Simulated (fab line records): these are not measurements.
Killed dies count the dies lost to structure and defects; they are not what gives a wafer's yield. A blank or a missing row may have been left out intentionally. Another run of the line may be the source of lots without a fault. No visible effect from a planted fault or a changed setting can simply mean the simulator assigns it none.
A lot that was struck, set against a sound lot / flow gf180mcu / 14 steps out of a route of 602
Sound: the wafers L731.1, L731.4, L731.5. Struck: wafers L734.1, L734.2, L734.3. The cause is given at the end.
Order at every step that has rows: each side's tool, ch and its chambers, its first start. Under that, the readings that differ: sound wafers / struck wafers / difference of the means / sigmas: that difference in standard deviations of wafers without a fault.
alike: readings with means less than 2 such deviations apart, plus words and numbers identical on both sides. not compared: withheld readings, readings lacking a value on some wafer, bounds such as >300 that could conceal the same value, and numbers that have no deviation in the record and whose values overlap.
A row with sigmas, a row that says differs or no value, or rows on one side alone: a step with any of these is where the two part. When numbers do not overlap yet have no deviation, they are printed without sigmas and do not part them. Lack of a reading on every wafer of one side parts them only where that side has two or more wafers.

first, 4 steps without rows for these wafers: GF_HV_LDD_IMPLANT_33; GF_HV_LDD_IMPLANT_34; GF_HV_LDD_IMPLANT_35; GF_HV_LDD_IMPLANT_36.
GF_HV_LDD_STRIP_37: strips in O2/N2.
  sound on plasma-asher-01 ch 0,1, day 11 20:52; struck on plasma-asher-03 ch 0,1, day 12 22:09
  alike: drypump-motor-current-A, heater-power-w, oes-product-au, strip-time-to-endpoint-s
  not compared: rf-hours-counter-h
GF_HV_LDD_TW_MEAS_38:
  sound on film-metro-01, day 11 20:58; struck on film-metro-03, day 12 22:15
  alike: HV_LDD_3_TW
then, 6 steps without rows for these wafers: GF_HV_LDD_DEHYDRATE_39 (time 60 s); GF_HV_LDD_HMDS_40 (prime time 60 s); GF_HV_LDD_COAT_41 (resist thk 1000 nm); GF_HV_LDD_SOFTBAKE_42 (time 60 s); GF_HV_LDD_EXPOSE_43 (exposes mask Pplus HV AREA, target cd 400 nm); GF_HV_LDD_PEB_44.
GF_HV_LDD_DEVELOP_45: develop time 60 s.
  struck on litho-track-04, day 13 17:57; sound on litho-track-02 ch 0, day 12 16:14
  no value came back on the struck wafers for chill-plate-temp-C (C), develop-time-s (s); on the sound wafers chill-plate-temp-C (C) reads 22.92 23.09 23.10
GF_HV_LDD_CD_MEAS_46: the cd target is 400 nm.
  sound on cd-sem-02, day 12 16:23; struck on cd-sem-02, day 13 18:06
reading=cd-nm (nm); sound=399.4 400.3 400.1; struck=- - -; difference=no value on the struck wafers; sigmas=

WHERE THEY PART
At GF_HV_LDD_DEVELOP_45 first; at GF_HV_LDD_CD_MEAS_46 last (within this record only).

WHY: whatever the simulator had introduced
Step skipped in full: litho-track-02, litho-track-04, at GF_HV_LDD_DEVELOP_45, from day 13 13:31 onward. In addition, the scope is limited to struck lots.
